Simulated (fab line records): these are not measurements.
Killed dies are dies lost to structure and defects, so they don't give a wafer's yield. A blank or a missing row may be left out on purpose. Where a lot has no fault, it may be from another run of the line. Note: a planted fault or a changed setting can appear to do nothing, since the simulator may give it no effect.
Which tool did it? || flow gf180mcu || 30 wafers from 10 lots sampled at 6 of the route's 602 steps

WHAT THE GAUGES SHOWED, per wafer
GF_V3_RS_MEAS_24: measurement is done with a four-point probe.
{"lot": "L980", "measured": "day 22 02:36", "on": "filmMetro-02", "V3_W_RS (ohm/sq)": "0.323 0.331 0.326"}
{"lot": "L981", "measured": "day 22 13:02", "on": "filmMetro-04", "V3_W_RS (ohm/sq)": "0.336 0.335 0.334"}
{"lot": "L983", "measured": "day 23 19:14", "on": "filmMetro-01", "V3_W_RS (ohm/sq)": "0.332 0.333 0.334"}
{"lot": "L989", "measured": "day 25 13:29", "on": "filmMetro-01", "V3_W_RS (ohm/sq)": "0.332 0.333 0.333"}
{"lot": "L990", "measured": "day 25 20:39", "on": "filmMetro-04", "V3_W_RS (ohm/sq)": "0.335 0.331 0.331"}
{"lot": "L992", "measured": "day 26 16:28", "on": "filmMetro-02", "V3_W_RS (ohm/sq)": "0.286 0.286 0.287 0.285 0.286 0.286"}
{"lot": "L993", "measured": "day 27 00:01", "on": "filmMetro-01", "V3_W_RS (ohm/sq)": "0.280 0.289 0.285 0.280 0.289 0.285"}
{"lot": "L994", "measured": "day 27 01:35", "on": "filmMetro-01", "V3_W_RS (ohm/sq)": "0.331 0.325 0.333"}
{"lot": "L101", "measured": "day 29 07:22", "on": "filmMetro-01", "V3_W_RS (ohm/sq)": "0.334 0.328 0.336"}
{"lot": "L103", "measured": "day 29 14:06", "on": "filmMetro-02", "V3_W_RS (ohm/sq)": "0.320 0.327 0.324"}

GF_V3_THK_MEAS_25: measures by xrf.
{"lot": "L980", "measured": "day 22 02:43", "on": "filmMetro-02", "V3_W_THK (nm)": "372 362 367"}
{"lot": "L981", "measured": "day 22 13:10", "on": "filmMetro-04", "V3_W_THK (nm)": "356 354 355"}
{"lot": "L983", "measured": "day 23 19:22", "on": "filmMetro-01", "V3_W_THK (nm)": "348 346 344"}
{"lot": "L989", "measured": "day 25 13:37", "on": "filmMetro-01", "V3_W_THK (nm)": "349 349 348"}
{"lot": "L990", "measured": "day 25 20:46", "on": "filmMetro-04", "V3_W_THK (nm)": "352 356 356"}
{"lot": "L992", "measured": "day 26 19:24", "on": "filmMetro-02", "V3_W_THK (nm)": "414 416 413 414 417 413"}
{"lot": "L993", "measured": "day 27 03:26", "on": "filmMetro-01", "V3_W_THK (nm)": "409 403 403 409 397 402"}
{"lot": "L994", "measured": "day 27 01:43", "on": "filmMetro-01", "V3_W_THK (nm)": "346 353 346"}
{"lot": "L101", "measured": "day 29 07:29", "on": "filmMetro-01", "V3_W_THK (nm)": "348 354 345"}
{"lot": "L103", "measured": "day 29 14:13", "on": "filmMetro-02", "V3_W_THK (nm)": "373 366 370"}

TOOL THAT RAN EACH LOT (tool first, then ch and the chambers of the sampled wafers, then the start)
{"lot": "L980", "GF_M3_SPUTTER_03": "pvdSputter-03, day 20 00:09", "GF_V3_SPUTTER_21": "pvdSputter-04, day 22 02:22", "GF_V3_SPUTTER_22": "pvdSputter-04, day 22 02:25", "GF_V3_CVD_23": "cvdW-01 ch 0,1, day 22 02:28"}
{"lot": "L981", "GF_M3_SPUTTER_03": "pvdSputter-04, day 20 10:28", "GF_V3_SPUTTER_21": "pvdSputter-04, day 22 12:50", "GF_V3_SPUTTER_22": "pvdSputter-04, day 22 12:53", "GF_V3_CVD_23": "cvdW-02 ch 0,1, day 22 12:56"}
{"lot": "L983", "GF_M3_SPUTTER_03": "pvdSputter-04, day 21 18:14", "GF_V3_SPUTTER_21": "pvdSputter-02, day 23 19:02", "GF_V3_SPUTTER_22": "pvdSputter-02, day 23 19:05", "GF_V3_CVD_23": "cvdW-02 ch 0,1, day 23 19:08"}
{"lot": "L989", "GF_M3_SPUTTER_03": "pvdSputter-01, day 23 16:01", "GF_V3_SPUTTER_21": "pvdSputter-04, day 25 13:17", "GF_V3_SPUTTER_22": "pvdSputter-04, day 25 13:20", "GF_V3_CVD_23": "cvdW-02 ch 0,1, day 25 13:23"}
{"lot": "L990", "GF_M3_SPUTTER_03": "pvdSputter-01, day 23 22:14", "GF_V3_SPUTTER_21": "pvdSputter-04, day 25 20:26", "GF_V3_SPUTTER_22": "pvdSputter-04, day 25 20:29", "GF_V3_CVD_23": "cvdW-02 ch 1, day 25 20:32"}
{"lot": "L992", "GF_M3_SPUTTER_03": "pvdSputter-01, day 24 19:31", "GF_V3_SPUTTER_21": "pvdSputter-02, day 26 16:16", "GF_V3_SPUTTER_22": "pvdSputter-02, day 26 16:19", "GF_V3_CVD_23": "cvdW-02 ch 0,1, day 26 16:22"}
{"lot": "L993", "GF_M3_SPUTTER_03": "pvdSputter-01, day 25 02:11", "GF_V3_SPUTTER_21": "pvdSputter-02, day 26 23:45", "GF_V3_SPUTTER_22": "pvdSputter-02, day 26 23:49", "GF_V3_CVD_23": "cvdW-02 ch 0,1, day 26 23:54"}
{"lot": "L994", "GF_M3_SPUTTER_03": "pvdSputter-01, day 25 07:01", "GF_V3_SPUTTER_21": "pvdSputter-02, day 27 01:22", "GF_V3_SPUTTER_22": "pvdSputter-02, day 27 01:26", "GF_V3_CVD_23": "cvdW-01 ch 0,1, day 27 01:28"}
{"lot": "L101", "GF_M3_SPUTTER_03": "pvdSputter-01, day 27 14:38", "GF_V3_SPUTTER_21": "pvdSputter-04, day 29 07:09", "GF_V3_SPUTTER_22": "pvdSputter-04, day 29 07:13", "GF_V3_CVD_23": "cvdW-01 ch 0,1, day 29 07:15"}
{"lot": "L103", "GF_M3_SPUTTER_03": "pvdSputter-03, day 27 22:10", "GF_V3_SPUTTER_21": "pvdSputter-04, day 29 13:52", "GF_V3_SPUTTER_22": "pvdSputter-04, day 29 13:56", "GF_V3_CVD_23": "cvdW-01 ch 0,1, day 29 13:58"}
- GF_M3_SPUTTER_03: material Ti, target thk 10 nm, time 6.7 s.
- GF_V3_SPUTTER_21: material Ti, target thk 15 nm, time 80.02 s.
- GF_V3_SPUTTER_22: material TiN, target thk 10 nm, time 40 s.
- GF_V3_CVD_23: deposits W, target thk 350 nm, time 104.9 s.

WHAT THE TOOLS THEMSELVES READ (means of the sampled wafers that have a number; where no wafer has one, the mark that the record gives instead)
GF_M3_SPUTTER_03.
{"lot": "L980", "tool": "pvdSputter-03", "throttleValvePct (%)": 29.6}
{"lot": "L981", "tool": "pvdSputter-04", "throttleValvePct (%)": 29.4}
{"lot": "L983", "tool": "pvdSputter-04", "throttleValvePct (%)": 29.5}
{"lot": "L989", "tool": "pvdSputter-01", "throttleValvePct (%)": 28.3}
{"lot": "L990", "tool": "pvdSputter-01", "throttleValvePct (%)": 28.0}
{"lot": "L992", "tool": "pvdSputter-01", "throttleValvePct (%)": 28.1}
{"lot": "L993", "tool": "pvdSputter-01", "throttleValvePct (%)": 28.7}
{"lot": "L994", "tool": "pvdSputter-01", "throttleValvePct (%)": 28.7}
{"lot": "L101", "tool": "pvdSputter-01", "throttleValvePct (%)": 29.1}
{"lot": "L103", "tool": "pvdSputter-03", "throttleValvePct (%)": 30.0}

GF_V3_SPUTTER_21.
{"lot": "L980", "tool": "pvdSputter-04", "throttleValvePct (%)": 29.4}
{"lot": "L981", "tool": "pvdSputter-04", "throttleValvePct (%)": 29.6}
{"lot": "L983", "tool": "pvdSputter-02", "throttleValvePct (%)": 29.8}
{"lot": "L989", "tool": "pvdSputter-04", "throttleValvePct (%)": 29.8}
{"lot": "L990", "tool": "pvdSputter-04", "throttleValvePct (%)": 29.3}
{"lot": "L992", "tool": "pvdSputter-02", "throttleValvePct (%)": 29.4}
{"lot": "L993", "tool": "pvdSputter-02", "throttleValvePct (%)": 29.1}
{"lot": "L994", "tool": "pvdSputter-02", "throttleValvePct (%)": 29.8}
{"lot": "L101", "tool": "pvdSputter-04", "throttleValvePct (%)": 29.4}
{"lot": "L103", "tool": "pvdSputter-04", "throttleValvePct (%)": 29.6}

GF_V3_SPUTTER_22.
{"lot": "L980", "tool": "pvdSputter-04", "throttleValvePct (%)": 29.4}
{"lot": "L981", "tool": "pvdSputter-04", "throttleValvePct (%)": 29.4}
{"lot": "L983", "tool": "pvdSputter-02", "throttleValvePct (%)": 29.9}
{"lot": "L989", "tool": "pvdSputter-04", "throttleValvePct (%)": 30.0}
{"lot": "L990", "tool": "pvdSputter-04", "throttleValvePct (%)": 29.2}
{"lot": "L992", "tool": "pvdSputter-02", "throttleValvePct (%)": 29.5}
{"lot": "L993", "tool": "pvdSputter-02", "throttleValvePct (%)": 29.2}
{"lot": "L994", "tool": "pvdSputter-02", "throttleValvePct (%)": 29.7}
{"lot": "L101", "tool": "pvdSputter-04", "throttleValvePct (%)": 29.3}
{"lot": "L103", "tool": "pvdSputter-04", "throttleValvePct (%)": 29.6}

GF_V3_CVD_23.
{"lot": "L980", "tool": "cvdW-01", "heaterPowerW (W)": 849, "susceptorTempC (C)": 400.03}
{"lot": "L981", "tool": "cvdW-02", "heaterPowerW (W)": 809, "susceptorTempC (C)": 400.02}
{"lot": "L983", "tool": "cvdW-02", "heaterPowerW (W)": 795, "susceptorTempC (C)": 399.90}
{"lot": "L989", "tool": "cvdW-02", "heaterPowerW (W)": 802, "susceptorTempC (C)": 399.94}
{"lot": "L990", "tool": "cvdW-02", "heaterPowerW (W)": 759, "susceptorTempC (C)": 400.04}
{"lot": "L992", "tool": "cvdW-02", "heaterPowerW (W)": 849, "susceptorTempC (C)": 408.26}
{"lot": "L993", "tool": "cvdW-02", "heaterPowerW (W)": 828, "susceptorTempC (C)": 408.59}
{"lot": "L994", "tool": "cvdW-01", "heaterPowerW (W)": 844, "susceptorTempC (C)": 399.89}
{"lot": "L101", "tool": "cvdW-01", "heaterPowerW (W)": 861, "susceptorTempC (C)": 399.98}
{"lot": "L103", "tool": "cvdW-01", "heaterPowerW (W)": 772, "susceptorTempC (C)": 399.96}

THE ANSWER, worked out from the rows above alone
Rule: the lots themselves supply what counts as usual. Put in order of their means at a reading, lots are off if they are a third of the lots or fewer, leave a main group of 4 or more, and stand apart from it by a gap of 3 or more times the standard deviation of the main group's means; of several such gaps the widest counts. A main group is skipped when, at the precision printed for the reading in the tables above, its means are all equal. A lot without any number at a reading at which 4 lots or more have one is off too. Any other lot the step has rows for is counted as sound. After the gauges, taken in route order, come the tools' own readings; for these a lot's mean is taken, as printed above. At the first step where some lot is off, the reading lying furthest off is the one used; lots without a number count as furthest.
Off: L992, L993, at GF_V3_RS_MEAS_24 (V3_W_RS). Mean 0.331 ohm/sq and standard deviation 0.0036 in the main group.
A tool fits if, at a process step before that reading, it ran every lot that is off, and no sound lot after the first of them. The gauges at GF_V3_RS_MEAS_24 aren't tried: what is off there is off at GF_V3_CVD_23 too, on other tools, and a gauge's error can't cause that. One fits: GF_V3_CVD_23 on cvdW-02. A fault onset in the window from L990 (day 25 20:32, its last sound lot) to L992 (day 26 16:22, its first lot off) fits.
On the lots that are off, the tool's own readings at GF_V3_CVD_23 differ by more than 5 times the standard deviation of the sound lots' means, which bears it out; susceptorTempC reads 408.42 C there versus 399.97 C on the sound lots.

WHAT WAS PUT IN BY THE SIMULATOR
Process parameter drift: cvdW-02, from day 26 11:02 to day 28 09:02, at GF_V3_CVD_23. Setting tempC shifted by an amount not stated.
Lots struck among those shown: L992, L993. Same finding as the rule above.
